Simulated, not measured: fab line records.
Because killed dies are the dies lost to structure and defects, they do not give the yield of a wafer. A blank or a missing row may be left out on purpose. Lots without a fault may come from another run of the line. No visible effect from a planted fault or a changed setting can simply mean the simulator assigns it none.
Problem report in the 8D (eight disciplines) form, filled by code ; flow gf180mcu ; the parts of the form that need people (team, actions taken, sign-off) are left out

== 1. THE PROBLEM ==
HV_LDD_CVD_56_THK at GF_HV_LDD_THK_MEAS_57 reads a mean of 112.0 nm on 3 wafers of 1 lot; wafers without a fault read 89.8 nm with a standard deviation of 0.99. That puts it +22 standard deviations away from the usual mean.
First observed at day 16 07:25: wafer L989.2, on film-metro-01. At this step, 33 wafers from 11 lots have a number in the record. Rule for "out" (also "out of limits"): further than 4 standard deviations from the usual mean. All remaining wafers that have a number are taken as sound.

== 2. WHAT IT IS, WHAT IT ISN'T ==
question;is;is not
which readings at this step;HV_LDD_CVD_56_THK;-
which lots;L989;L100, L101, L978, L981, L982, L984, L994, L996, L997, L998
which wafers of those lots;all that have a number;-
read on which gauges;film-metro-01;film-metro-02, film-metro-03
when;from day 16 07:25;"up to then (12 sound wafers); but 18 sound wafers of L100, L101, L994, L996, L997, L998 came after"

== 3. WHAT RULES OUT EACH SUSPECT ==
Counting: a tool stays on the suspect list if, at a process step up to the reading, it processed all lots that are out and no sound lot following the first of them.
- the gauge at GF_HV_LDD_THK_MEAS_57 has been ruled out. All the wafers that are out were read on film-metro-01, but those of them that GF_HV_LDD_CVD_56 has rows for are out there too, on other tools.
- rie-si-01 at GF_POLY_GATE_ETCH_13 (etches poly-Si in HBr/Cl2, stops on SiO2, target depth 198.5 nm, time 69.6 s): ruled out as a lasting fault. The sound lots L997 went through it after L989, its earliest lot that is out (day 12 15:26).
- lpcvd-01 at GF_HV_LDD_CVD_56 (deposits Si3N4 from DCS/NH3, target thk 90 nm, time 1543 s): ruled out as a lasting fault. The sound lots L997, L998, L101 went through it after L989, its earliest lot that is out (day 16 05:58).
Left after counting: nothing in the record.

== 4. THE CAUSE (what the simulator had put in) ==
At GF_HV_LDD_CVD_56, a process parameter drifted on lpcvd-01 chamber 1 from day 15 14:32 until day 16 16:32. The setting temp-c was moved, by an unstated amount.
The count ruled it out by mistake, since the rule takes a fault to strike every lot its tool runs from the start of the fault on, and this one did not do so.

== 5. THE EFFECT CHAIN, in route order ==
One row per reading whose mean, taken over the struck wafers that have a number, lies over 3 standard deviations from the usual. Only readings for which the record gives a usual standard deviation are gone through. hours: the time from each lot's start at the first step in this table that gives one to its start at this step, as a median over the lots. sigmas: the change in usual standard deviations.
hours;step;reading;usual;on struck wafers;change;sigmas
0;GF_HV_LDD_CVD_56;spike-tc-bottom-C;791.0 C;803.6;+12.6;+4.4
0;GF_HV_LDD_CVD_56;spike-tc-centre-C;770.9 C;784.1;+13.2;+12
0;GF_HV_LDD_CVD_56;spike-tc-lower-C;769.8 C;781.3;+11.5;+8.9
0;GF_HV_LDD_CVD_56;spike-tc-top-C;782.7 C;797.7;+15.0;+6.0
0;GF_HV_LDD_CVD_56;spike-tc-upper-C;769.6 C;780.7;+11.1;+8.5
1;GF_HV_LDD_THK_MEAS_57;HV_LDD_CVD_56_THK;89.8 nm;112.0;+22.2;+22
2;GF_HV_LDD_ETCHBACK_58;oes-product-au;0.842 a.u.;0.958;+0.116;+17
Here are the process steps it includes:
- GF_HV_LDD_CVD_56: deposits Si3N4 from DCS/NH3, target thk 90 nm, time 1543 s.
- GF_HV_LDD_ETCHBACK_58: etches Si3N4 in CH3F/O2, stops on SiO2, time 100 s, target depth 90 nm.
Later steps that measure or inspect, where all struck wafers having a row at the step show a number for every such reading and not one has moved that far: GF_PSD_TW_MEAS_11.

== 6. WHAT WOULD HAVE CAUGHT IT SOONER ==
In this record the first reading out of limits at a measuring or inspecting step was taken at day 16 07:25, 17 hours after the fault began at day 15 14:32.
At GF_HV_LDD_CVD_56, the tool's own readings (spike-tc-bottom-C, spike-tc-centre-C, spike-tc-lower-C, spike-tc-top-C, spike-tc-upper-C) were out on each struck wafer the step has a row for, so an alarm limit on them would have fired on the first such wafer.
